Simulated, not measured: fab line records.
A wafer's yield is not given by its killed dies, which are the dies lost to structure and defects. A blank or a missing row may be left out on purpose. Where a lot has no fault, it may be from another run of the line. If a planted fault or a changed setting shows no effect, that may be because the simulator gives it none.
Which of the tools did it?	flow gf180mcu	14 lots, 42 wafers sampled, at 4 steps of a route of 602

## WHAT THE GAUGES SHOWED, per wafer
GF_CONTACT_RS_MEAS_25: a four-point-probe measurement. Usual: for CONTACT_W_RS the level is 0.381 ohm/sq and the standard deviation is 0.0034.
lot	measured	on	CONTACT_W_RS (ohm/sq)	flag
L951	day 16 15:44	film_metro-03	0.381 0.375 0.374	
L953	day 17 10:16	film_metro-03	0.381 0.381 0.376	
L955	day 18 02:24	film_metro-03	0.380 0.383 0.378	
L956	day 18 12:40	film_metro-04	0.379 0.375 0.377	
L959	day 19 13:38	film_metro-02	0.382 0.380 0.377	
L960	day 19 23:22	film_metro-04	0.383 0.379 0.378	
L961	day 20 04:20	film_metro-04	0.379 0.372 0.379	
L962	day 20 17:52	film_metro-02	0.382 0.386 0.383	
L963	day 21 01:43	film_metro-02	0.381 0.383 0.382	
L966	day 21 20:05	film_metro-02	0.383 0.384 0.376	
L967	day 22 05:39	film_metro-03	0.381 0.385 0.380	
L969	day 23 02:50	film_metro-03	0.379 0.384 0.377	
L970	day 23 03:39	film_metro-04	0.381 0.378 0.386	
L972	day 23 20:50	film_metro-03	0.382 0.377 0.382	

GF_M1_RS_MEAS_05: a four-point-probe measurement. Usual: for M1_ALCU_RS the level is 0.0695 ohm/sq and the standard deviation is 0.00079.
lot	measured	on	M1_ALCU_RS (ohm/sq)	flag
L951	day 16 16:26	film_metro-03	0.0690 0.0686 0.0683	
L953	day 17 10:58	film_metro-02	0.0707 0.0692 0.0691	
L955	day 18 03:06	film_metro-01	0.0707 0.0697 0.0698	
L956	day 18 13:22	film_metro-02	0.0692 0.0676 0.0688	
L959	day 19 14:20	film_metro-02	0.0707 0.0694 0.0699	
L960	day 20 00:11	film_metro-02	0.0698 0.0708 0.0702	
L961	day 20 05:02	film_metro-02	0.0684 0.0686 0.0677	
L962	day 20 18:47	film_metro-03	0.0684 0.0681 0.0681	
L963	day 21 02:25	film_metro-03	0.0691 0.0685 0.0690	
L966	day 21 20:47	film_metro-02	0.0691 0.0683 0.0688	
L967	day 22 06:21	film_metro-03	0.0696 0.0694 0.0701	

## WHICH TOOL RAN EACH LOT (tool, then ch and the chambers of the sampled wafers, then the start)
lot	GF_CONTACT_CMP_27	GF_M1_SPUTTER_01
L951	cmp-01 ch 1,3, day 16 15:54	pvd_sputter-03, day 16 16:18
L953	cmp-01 ch 0,2,3, day 17 10:27	pvd_sputter-02, day 17 10:51
L955	cmp-02 ch 1,2,3, day 18 02:34	pvd_sputter-01, day 18 02:58
L956	cmp-01 ch 0,2,3, day 18 12:53	pvd_sputter-01, day 18 13:14
L959	cmp-02 ch 0,1,3, day 19 13:48	pvd_sputter-02, day 19 14:12
L960	cmp-01 ch 0,1,3, day 19 23:43	pvd_sputter-01, day 20 00:04
L961	cmp-01 ch 0,1,2, day 20 04:37	pvd_sputter-03, day 20 04:55
L962	cmp-02 ch 0,2, day 20 18:19	pvd_sputter-03, day 20 18:40
L963	cmp-02 ch 0,3, day 21 01:52	pvd_sputter-02, day 21 02:16
L966	cmp-01 ch 0,1,3, day 21 20:19	pvd_sputter-02, day 21 20:40
L967	cmp-01 ch 0,2, day 22 05:50	pvd_sputter-02, day 22 06:14
L969	cmp-01 ch 0,1,3, day 23 03:01	-
L970	cmp-01 ch 0,2,3, day 23 03:47	-
L972	cmp-01 ch 0,1,2, day 23 21:07	-
- GF_CONTACT_CMP_27: polishes, stops on SiO2, t overpolish 15 s, target thk 0 nm.
- GF_M1_SPUTTER_01: material TiN, target thk 30 nm, time 25 s.

## AS READ BY THE TOOLS THEMSELVES (means over the sampled wafers that have a number; for cases with no such wafer, the mark the record gives instead)
GF_CONTACT_CMP_27. Usual: head_pressure_psi 3.501 psi, standard deviation 0.0076; motor_current_A 10.7 A, standard deviation 0.74; overpolish_run_s 14.999 s, standard deviation 0.0087; time_to_endpoint_s 74 s, standard deviation 3.3.
lot	tool	head_pressure_psi (psi)	motor_current_A (A)	overpolish_run_s (s)	time_to_endpoint_s (s)	flag
L951	cmp-01	3.505	10.1	15.007	77	
L953	cmp-01	3.499	10.5	15.003	79	
L955	cmp-02	3.506	11.6	15.009	75	
L956	cmp-01	3.496	10.5	15.000	75	
L959	cmp-02	3.506	11.0	15.002	72	
L960	cmp-01	3.502	10.3	15.002	72	
L961	cmp-01	3.496	10.4	14.996	74	
L962	cmp-02	3.504	10.6	15.000	72	
L963	cmp-02	3.502	10.4	15.001	71	
L966	cmp-01	3.501	10.2	14.997	72	
L967	cmp-01	3.502	10.0	14.995	76	
L969	cmp-01	1.216	6.1	0.043	115	OFF
L970	cmp-01	1.219	6.0	0.036	114	OFF
L972	cmp-01	1.208	5.9	0.039	114	OFF

GF_M1_SPUTTER_01. Usual: throttle_valve_pct reads 30.4 % (standard deviation 1.1).
lot	tool	throttle_valve_pct (%)	flag
L951	pvd_sputter-03	31.1	
L953	pvd_sputter-02	30.9	
L955	pvd_sputter-01	30.2	
L956	pvd_sputter-01	30.1	
L959	pvd_sputter-02	30.5	
L960	pvd_sputter-01	29.9	
L961	pvd_sputter-03	31.3	
L962	pvd_sputter-03	31.2	
L963	pvd_sputter-02	31.7	
L966	pvd_sputter-02	30.2	
L967	pvd_sputter-02	31.1	

## THE ANSWER, worked out from the rows above alone
Rule: a lot is off if the mean of its wafers that have a number lies more than 3 standard deviations from the usual mean. Also off: a lot with no number at a reading for which 4 or more lots have one. Any other lot the step has rows for is counted as sound. Order of review: gauges by route order, followed by the tools' own readings, for which a lot's mean as printed above is used. At the first step where some lot is off, the reading lying furthest off is the one used; lots without a number count as furthest.
Off: L969, L970, L972, at GF_CONTACT_CMP_27 (overpolish_run_s).
A tool fits if, at that step or a process step before it, it ran every lot that is off, and no sound lot after the first of them. One candidate fits, namely cmp-01 at GF_CONTACT_CMP_27. A fault onset in the window from L967 (day 22 05:50, its last sound lot) to L969 (day 23 03:01, its first lot off) fits.
The tool's own readings at GF_CONTACT_CMP_27 bear it out: on the lots that are off they differ by more than 5 times the standard deviation of the sound lots' means. head_pressure_psi reads 1.214 psi there against 3.502 psi on the sound lots; motor_current_A reads 6.0 A there against 10.5 A on the sound lots; overpolish_run_s reads 0.039 s there against 15.001 s on the sound lots; time_to_endpoint_s reads 114 s there against 74 s on the sound lots.

## WHAT THE SIMULATOR PUT IN
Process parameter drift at GF_CONTACT_CMP_27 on cmp-01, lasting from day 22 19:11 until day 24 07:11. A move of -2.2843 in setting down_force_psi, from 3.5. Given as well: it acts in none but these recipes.
Struck lots among those shown: L969, L970, L972. The same result came from the rule above.
